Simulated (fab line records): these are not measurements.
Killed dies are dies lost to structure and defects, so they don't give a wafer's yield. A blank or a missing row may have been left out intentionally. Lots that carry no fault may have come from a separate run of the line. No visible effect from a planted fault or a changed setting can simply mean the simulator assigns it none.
One fault seen from 2 desks + flow sky130 + only its own numbers are on each desk; what lay behind them is given at the end

## DESK OF THE TOOL OWNER: lithoTrack-04
The tool's own readings at SKY_LDD_P_DEVELOP_06 (develop time 60 s): means of the sampled wafers that have a number, for each lot that ran on this tool. Any lot whose mean is over 4 standard deviations away from the usual mean is out of limits and marked OUT; that distance is given in the brackets.
Columns: A = developerTempC at SKY_LDD_P_DEVELOP_06, usual 22.98 C
| lot  | first seen here | A                |
|------|-----------------|------------------|
| L931 | day 18 11:41    | 23.04            |
| L933 | day 19 08:07    | 22.92            |
| L934 | day 21 06:41    | 23.01            |
| L936 | day 21 20:00    | 22.97            |
| L940 | day 22 22:35    | 22.30 (-6.8) OUT |
| L943 | day 23 16:02    | 22.28 (-7.0) OUT |
| L954 | day 27 05:14    | 22.95            |
This desk finds L940, L943 out of limits, L940 being first, at day 22 22:35 (developerTempC at SKY_LDD_P_DEVELOP_06). L931, L933, L934, L936, L954: within limits.

## THE METROLOGY DESK
What the gauges read, lot by lot, whatever tool the lot ran on: means of the sampled wafers that have a number. Any lot whose mean is over 4 standard deviations away from the usual mean is out of limits and marked OUT; that distance is given in the brackets.
Columns: A = cdNm at SKY_POLY_GATE_CD_MEAS_22, usual 149.7 nm
| lot  | first seen here | A     |
|------|-----------------|-------|
| L931 | day 16 01:39    | 148.7 |
| L932 | day 16 09:48    | 147.1 |
| L933 | day 16 20:41    | 149.2 |
| L934 | day 18 15:53    | 151.6 |
| L936 | day 19 05:26    | 152.4 |
| L939 | day 20 04:23    | 146.5 |
| L940 | day 20 08:25    | 147.5 |
| L943 | day 21 02:00    | 149.4 |
| L949 | day 22 22:47    | 152.3 |
| L951 | day 23 21:00    | 150.5 |
| L952 | day 24 04:49    | 151.0 |
| L953 | day 24 07:58    | 151.7 |
| L954 | day 24 18:37    | 147.4 |
This desk's finding: nothing out of limits on any of the 13 lots.

## PUT TOGETHER
On L940, L943, at day 22 22:35, an alarm was possible from the tool owner's desk.
Metrology desk: nothing out of limits seen.
The metrology desk holds a record of L940, L943, inside its limits.
Of the lots named, all ran SKY_LDD_P_DEVELOP_06 on lithoTrack-04.

## WHAT THE SIMULATOR PUT IN
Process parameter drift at SKY_LDD_P_DEVELOP_06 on lithoTrack-04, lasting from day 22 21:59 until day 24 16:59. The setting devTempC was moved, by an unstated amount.
Shown lots that were struck: L940, L943.
Delay in hours, fault start to first out-of-limits reading, by desk: the tool owner's desk at 1.
